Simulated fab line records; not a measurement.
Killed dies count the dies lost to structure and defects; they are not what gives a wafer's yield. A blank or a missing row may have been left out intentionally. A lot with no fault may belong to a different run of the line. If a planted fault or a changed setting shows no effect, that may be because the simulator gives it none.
What tool caused it? ; flow sfq-line ; 14 lots, 42 wafers sampled, at 2 steps of a route of 325

WHAT THE GAUGES SHOWED, per wafer
SFQ_M0_RS_MEAS_904: measures by four-point-probe.
lot;measured;on;M0_NB_RS (ohm/sq)
L930;day 8 11:56;film-metro-01;0.876 0.893 0.876
L931;day 8 19:10;film-metro-04;0.872 0.869 0.881
L932;day 9 01:08;film-metro-01;0.883 0.885 0.886
L933;day 9 04:44;film-metro-04;0.870 0.867 0.876
L935;day 9 23:19;film-metro-01;0.891 0.890 0.891
L941;day 11 11:50;film-metro-02;0.749 0.751 0.752
L943;day 11 23:17;film-metro-02;0.748 0.744 0.753
L944;day 12 06:26;film-metro-04;0.873 0.869 0.875
L946;day 13 01:02;film-metro-02;0.896 0.898 0.899
L947;day 13 13:16;film-metro-01;0.902 0.896 0.896
L948;day 13 22:52;film-metro-01;0.889 0.896 0.887
L950;day 14 12:29;film-metro-04;0.897 0.895 0.898
L951;day 14 17:31;film-metro-02;0.885 0.884 0.892
L952;day 15 00:13;film-metro-02;0.897 0.897 0.892

TOOL THAT RAN EACH LOT (tool first, then ch and the chambers of the sampled wafers, then the start)
lot;SFQ_TRILAYER_M0_DEP_SPUTTER_019
L930;pvd-sputter-03, day 8 11:51
L931;pvd-sputter-06, day 8 19:03
L932;pvd-sputter-05, day 9 01:03
L933;pvd-sputter-03, day 9 04:39
L935;pvd-sputter-05, day 9 23:11
L941;pvd-sputter-06, day 11 11:44
L943;pvd-sputter-06, day 11 23:08
L944;pvd-sputter-03, day 12 06:20
L946;pvd-sputter-05, day 13 00:56
L947;pvd-sputter-05, day 13 13:10
L948;pvd-sputter-03, day 13 22:46
L950;pvd-sputter-05, day 14 12:22
L951;pvd-sputter-05, day 14 17:22
L952;pvd-sputter-06, day 15 00:06
- SFQ_TRILAYER_M0_DEP_SPUTTER_019: material Nb, target thk 200 nm, time 133.3 s.

WHAT THE TOOLS THEMSELVES READ (means of the sampled wafers that have a number; where no wafer has one, the mark that the record gives instead)
SFQ_TRILAYER_M0_DEP_SPUTTER_019.
lot;tool;cathode-dc-power-W (W);throttle-valve-pct (%)
L930;pvd-sputter-03;2000.2;29.7
L931;pvd-sputter-06;2000.1;30.0
L932;pvd-sputter-05;1999.8;29.8
L933;pvd-sputter-03;1999.8;29.8
L935;pvd-sputter-05;2000.2;30.1
L941;pvd-sputter-06;2375.7;29.3
L943;pvd-sputter-06;2375.5;31.0
L944;pvd-sputter-03;2000.1;29.5
L946;pvd-sputter-05;2000.3;29.9
L947;pvd-sputter-05;1999.7;29.4
L948;pvd-sputter-03;1999.9;29.8
L950;pvd-sputter-05;2000.3;28.7
L951;pvd-sputter-05;1999.9;29.8
L952;pvd-sputter-06;1999.8;29.8

THE ANSWER, worked out from the rows above alone
Rule: the usual values come from the lots themselves. The widest of any qualifying gaps counts: lots, ordered by their means at a reading, are off when they make up no more than a third of the lots, leave a main group of 4 or more, and stand apart from it by 3 or more times the standard deviation of that group's means. A main group is skipped when, at the precision printed for the reading in the tables above, its means are all equal. A lot without any number at a reading at which 4 lots or more have one is off too. All remaining lots with rows at the step are treated as sound. After the gauges, taken in route order, come the tools' own readings; for these a lot's mean is taken, as printed above. The first step at which some lot is off is used, and at that step the reading that is off furthest; a lot without a number counts as furthest.
Off: L941, L943, seen at SFQ_M0_RS_MEAS_904 (M0_NB_RS). Main group: mean 0.887 ohm/sq, sd 0.0096.
A tool fits if, at a process step before that reading, it ran every lot that is off, and no sound lot after the first of them. Not tried: the gauges at SFQ_M0_RS_MEAS_904; whatever is off there is also off at SFQ_TRILAYER_M0_DEP_SPUTTER_019, on other tools, and gauge error can't account for it. Not one of the candidates tried fits.

WHAT HAD BEEN PUT IN BY THE SIMULATOR
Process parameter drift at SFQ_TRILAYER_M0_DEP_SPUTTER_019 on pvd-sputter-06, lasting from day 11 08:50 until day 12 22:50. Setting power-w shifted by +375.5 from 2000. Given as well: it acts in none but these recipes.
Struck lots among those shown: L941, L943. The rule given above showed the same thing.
